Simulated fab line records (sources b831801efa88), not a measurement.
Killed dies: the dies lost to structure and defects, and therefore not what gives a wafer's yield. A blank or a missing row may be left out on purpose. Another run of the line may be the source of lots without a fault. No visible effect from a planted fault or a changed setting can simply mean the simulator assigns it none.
Matching of chambers || flow gf180mcu || rie_diel-03 running GF_V1_ETCH_16: 4 sister chambers
The step etches BARC in N2/H2. 8 wafers are shown with their chamber, then 8 later ones without.

WAFERS PAIRED WITH THEIR CHAMBERS
{"wafer": "L079.1", "chamber": 0, "drypump_motor_current_A (A)": 5.6, "throttle_valve_pct (%)": 13.197}
{"wafer": "L080.1", "chamber": 2, "drypump_motor_current_A (A)": 5.5, "throttle_valve_pct (%)": 13.239}
{"wafer": "L080.2", "chamber": 1, "drypump_motor_current_A (A)": 5.2, "throttle_valve_pct (%)": 13.227}
{"wafer": "L080.3", "chamber": 3, "drypump_motor_current_A (A)": 5.0, "throttle_valve_pct (%)": 13.219}
{"wafer": "L086.1", "chamber": 1, "drypump_motor_current_A (A)": 5.3, "throttle_valve_pct (%)": 13.238}
{"wafer": "L086.2", "chamber": 3, "drypump_motor_current_A (A)": 5.0, "throttle_valve_pct (%)": 13.221}
{"wafer": "L086.3", "chamber": 2, "drypump_motor_current_A (A)": 5.5, "throttle_valve_pct (%)": 13.232}
{"wafer": "L090.2", "chamber": 0, "drypump_motor_current_A (A)": 5.6, "throttle_valve_pct (%)": 13.217}

WAFERS WHOSE CHAMBER IS MISSING
{"wafer": "L090.3", "drypump_motor_current_A (A)": 5.5, "throttle_valve_pct (%)": 13.224}
{"wafer": "L090.4", "drypump_motor_current_A (A)": 5.6, "throttle_valve_pct (%)": 13.236}
{"wafer": "L096.4", "drypump_motor_current_A (A)": 5.0, "throttle_valve_pct (%)": 13.226}
{"wafer": "L096.5", "drypump_motor_current_A (A)": 5.5, "throttle_valve_pct (%)": 13.228}
{"wafer": "L096.6", "drypump_motor_current_A (A)": 5.0, "throttle_valve_pct (%)": 13.225}
{"wafer": "L097.1", "drypump_motor_current_A (A)": 5.5, "throttle_valve_pct (%)": 13.224}
{"wafer": "L097.4", "drypump_motor_current_A (A)": 5.2, "throttle_valve_pct (%)": 13.232}
{"wafer": "L097.5", "drypump_motor_current_A (A)": 5.2, "throttle_valve_pct (%)": 13.224}

THE CHAMBER EACH PASSED THROUGH
{"wafer": "L090.3", "from the rows above": 2, "in truth": 2}
{"wafer": "L090.4", "from the rows above": "can't be placed: 2 or 0", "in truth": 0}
{"wafer": "L096.4", "from the rows above": 3, "in truth": 3}
{"wafer": "L096.5", "from the rows above": 2, "in truth": 2}
{"wafer": "L096.6", "from the rows above": 3, "in truth": 3}
{"wafer": "L097.1", "from the rows above": 2, "in truth": 2}
{"wafer": "L097.4", "from the rows above": 1, "in truth": 1}
{"wafer": "L097.5", "from the rows above": 1, "in truth": 1}
Correct placement for 7 of the 8. Cannot be placed on the basis of these rows: 1; the candidates contain the true chamber in 1. 0 placed wrongly.
How it was worked out, from the rows above alone: a wafer's distance from a chamber is the root of the sum, over the readings, of the square of ((its reading less the chamber's mean) divided by the reading's scatter). If the next closest chamber is less than 2 further off than the closest, the wafer can't be placed; otherwise it belongs to the closest. For every chamber, the mean is computed from those of its wafers that are shown. The scatter: take each reading less its chamber's mean, square it, sum over the shown wafers, divide by the number of wafers less the number of chambers, and take the root.
